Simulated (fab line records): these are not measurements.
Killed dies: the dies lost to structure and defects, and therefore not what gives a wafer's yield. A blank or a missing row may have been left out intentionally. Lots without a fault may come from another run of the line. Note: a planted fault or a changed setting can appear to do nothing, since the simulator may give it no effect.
Struck lot and sound lot, side by side -- flow sky130 -- 16 steps out of a route of 708
Sound: these wafers, L529.2, L529.3, L529.6. Struck: wafers L544.2, L544.6 (left out: L544.1, a lot-mate that was not struck); the cause follows at the end.
For every step that has rows: the tool of each side, followed by ch and its chambers, followed by its first start. Under that, the readings that differ: sound wafers -- struck wafers -- difference of the means -- sigmas: that difference in standard deviations of wafers without a fault.
alike: words and numbers the same on both sides, and readings whose means are apart by under 2 such deviations; not compared: readings that were withheld, readings missing a value for some wafer, numbers with overlapping values and no deviation given by the record, and bounds like >300 which may hide the same value.
The two part at a step that has a row with sigmas, a row that says differs or no value, or rows on one side only. Non-overlapping numbers with no deviation appear without sigmas and do not part them. A reading missing from all wafers of one side parts the sides only when that side holds two or more wafers.

SKY_CAP2M_THK_MEAS_01:
  sound on filmMetro-01, day 41 11:23; struck on filmMetro-03, day 45 21:17
  alike: CAP2M_CVD_00_THK
SKY_CAP2M_SPUTTER_02: material TiN, target thk 200 nm, time 166.7 s.
  sound on pvdSputter-01, day 41 11:26; struck on pvdSputter-04, day 45 21:20
  alike: cathodeDcPowerW, throttleValvePct
SKY_CAP2M_RS_MEAS_03: uses a four-point probe to measure.
  sound on filmMetro-01, day 41 11:35; struck on filmMetro-01, day 45 21:27
  alike: CAP2M_TIN_RS
SKY_CAP2M_THK_MEAS_04: measures by xrf.
  sound on filmMetro-01, day 41 11:41; struck on filmMetro-01, day 45 21:34
  alike: CAP2M_TIN_THK
then, 7 steps without rows for these wafers: SKY_CAP2M_DEHYDRATE_05 (time 60 s); SKY_CAP2M_HMDS_06 (prime time 60 s); SKY_CAP2M_COAT_07 (resist thk 1140 nm); SKY_CAP2M_SOFTBAKE_08 (time 60 s); SKY_CAP2M_EXPOSE_09 (exposes mask CAP2M, target cd 1000 nm); SKY_CAP2M_PEB_10; SKY_CAP2M_DEVELOP_11 (develop time 60 s).
SKY_CAP2M_OVL_MEAS_12:
  sound on overlay-02, day 42 10:32; struck on overlay-02, day 46 17:38
  alike: CAP2M_OVL
SKY_CAP2M_METAL_ETCH_13: etches TiN in Cl2/BCl3, stops on SiO2, target depth 220 nm, time 62.9 s.
  sound on rieMetal-01 ch 1, day 42 10:34; struck on rieMetal-03 ch 1, day 46 17:40
reading,sound,struck,difference,sigmas
drypumpMotorCurrentA (A),5.8 5.8 5.8,5.0 5.0,-0.8,-2
oesProductAu (a.u.),0.944 0.931 0.941,0.920 0.912,-0.023,-4
rfFwdPowerW (W),892 894 895,752 752,-142,-40
throttleValvePct (%),21.900 21.900 21.912,21.926 21.927,+0.022,+2
model.NOVOLAK_of_CAP2M_COAT_07.thkNm (nm),996.7 998.9 994.3,1017 1016,+20,
model.CAP2M.featureDepthNm (nm),199.6 198.5 199.7,188.1 187.3,-11.6,
model.etch.depthNm (nm),199.6 198.5 199.7,188.1 187.3,-11.6,
  not compared: rfHoursCounterH
SKY_CAP2M_STRIP_14: strips in O2/N2.
  sound on plasmaAsher-01 ch 0,1, day 42 10:38; struck on plasmaAsher-01 ch 1, day 46 17:44
reading,sound,struck,difference,sigmas
stripTimeToEndpointS (s),12.68 12.70 12.67,12.86 12.86,+0.18,+4
  alike: drypumpMotorCurrentA, n2FlowSccm, oesProductAu
  not compared: rfHoursCounterH
then, 1 step without rows for these wafers: SKY_CAP2M_STRIP_15 (strips in post etch residue remover, time 1200 s).
-- the record jumps here: 4 days lie between the struck wafers' starts before and after (it left off in module CAP2M and takes up again in module PAD_OPEN, whose first step shown is number 708 of the route) --
SKY_PAD_OPEN_PROBE_99:
  sound on prober-02, day 47 07:29; struck on prober-02, day 50 18:42
reading,sound,struck,difference,sigmas
killed_at_M0_to_M3,50 54 51,46 24,-17,-2
model.etest.tester.sortNPass,390 401 404,0 0,-398,
model.etest.met4.lineOhmUm,0.1409 0.1389 0.1421,307.1 327.6,+317.2,
model.etest.via4Chain.rcOhm,0.7724 0.7897 0.784,233.4 238.3,+235.1,
model.etest.met4.rsOhmSq,0.0429 0.04231 0.04272,92.81 99.26,+95.99,
model.etest.tester.sortYieldPct (%),79.27 81.5 82.11,0 0,-81,
model.etest.tester.sort_bin_4_pct (%),0 0 0,82.38 83.8,+83.09,
model.etest.pfet_01v8.underFloor,0 0 0,1 1,+1,
  alike: defectLimitedYield, killed_at_M4_up, killedAtContacts, killedAtFrontEnd, killedAtOther, killedDies, killedOnRim, killedOpen, killedShort
  not compared: model.etest.met4.rsOhmSqRimLessCentre

== WHERE THEY PART ==
Last at SKY_PAD_OPEN_PROBE_99 as far as this record goes, first at SKY_CAP2M_METAL_ETCH_13.

WHY: what had been put in by the simulator
rieMetal-03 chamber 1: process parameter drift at SKY_CAP2M_METAL_ETCH_13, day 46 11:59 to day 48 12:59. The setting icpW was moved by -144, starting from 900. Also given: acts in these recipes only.
